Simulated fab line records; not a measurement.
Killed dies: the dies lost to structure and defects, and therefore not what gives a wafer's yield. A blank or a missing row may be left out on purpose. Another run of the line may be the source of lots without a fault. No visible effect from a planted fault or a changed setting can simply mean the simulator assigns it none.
Problem report in the 8D (eight disciplines) form, filled by code / flow gf180mcu / the parts of the form that need people (team, actions taken, sign-off) are left out

1. WHAT IS WRONG
Across 4 wafers from 3 lots, PASSIVATION_CVD_02_THK at GF_PASSIVATION_THK_MEAS_03 averages 782 nm, while fault-free wafers read 706 nm with a standard deviation of 9.3. That puts it +8.2 standard deviations away from the usual mean.
Seen first at day 32 02:45 on filmMetro-04, wafer L783.4. The record holds 33 wafers of 11 lots with a number at this step. Rule for "out" (also "out of limits"): further than 4 standard deviations from the usual mean. All remaining wafers that have a number are taken as sound.

2. WHAT IT IS; WHAT IT IS NOT
question=which readings at this step | is=PASSIVATION_CVD_02_THK | is not=-
question=which lots | is=L783, L784, L785 | is not=L772, L774, L777, L779, L782, L787, L789, L792
question=which wafers of those lots | is=L783.4, L783.6, L784.6, L785.1 | is not=L783.5, L784.2, L784.5, L785.3, L785.5
question=read on which gauges | is=filmMetro-01, filmMetro-02, filmMetro-04 | is not=-
question=when | is=from day 32 02:45 | is not=up to then (16 sound wafers); but 13 sound wafers of L784, L785, L787, L789, L792 came after

3. WHAT RULES OUT EACH SUSPECT
Counting: any tool at a process step up to the reading remains a suspect provided it ran every lot that is out. Sound lots after the first of them don't rule it out here, since some wafers of a struck lot are sound.
- the gauge at GF_PASSIVATION_THK_MEAS_03 is ruled out. The wafers that are out were read on 3 gauges (filmMetro-01, filmMetro-02, filmMetro-04).
- pecvd-01 at GF_PASSIVATION_CVD_02 (deposits Si3N4, target thk 700 nm, time 486.18 s): kept. It processed each lot that is out (first: L783, day 32 02:34); up to then, its last sound lot is L779 (day 30 19:40).
Remaining after the count: pecvd-01 at GF_PASSIVATION_CVD_02.

4. THE CAUSE (what the simulator had put in)
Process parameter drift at GF_PASSIVATION_CVD_02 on pecvd-01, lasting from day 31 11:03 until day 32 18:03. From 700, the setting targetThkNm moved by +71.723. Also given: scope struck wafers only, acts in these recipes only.
The count eliminated every tool but this one.

5. THE CHAIN OF EFFECTS, in route order
Each row: a reading where the mean over the struck wafers with a number is more than 3 standard deviations away from the usual. Scope: only readings with a usual standard deviation given in the record; hours: median across lots of the time from each lot's start at the first step in this table that gives one to its start at this step; sigmas: change in usual standard deviations.
hours=0; step=GF_PASSIVATION_THK_MEAS_03; reading=PASSIVATION_CVD_02_THK; usual=706 nm; on struck wafers=782; change=+76; sigmas=+8.2
hours=16; step=GF_PASSIVATION_ETCH_11; reading=oesProductAu; usual=0.964 a.u.; on struck wafers=0.990; change=+0.026; sigmas=+3.8
Its process steps:
- GF_PASSIVATION_ETCH_11: etches the open film in CF4/O2, stops on TiN, target depth 1800 nm, time 400 s.

6. HOW IT WOULD HAVE BEEN CAUGHT EARLIER
16 hours passed between the start of the fault at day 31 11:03 and the first reading out of limits at a measuring or inspecting step in this record, taken at day 32 02:45.
Of the tool readings at GF_PASSIVATION_CVD_02 for which the record gives a usual standard deviation, none was out on any struck wafer, so an alarm limit of 4 standard deviations on them would not have fired.
Lots out: 3; of these, L784, L785 started GF_PASSIVATION_CVD_02 on pecvd-01 after day 32 02:45. A hold on the tool at that time would have spared those 2.
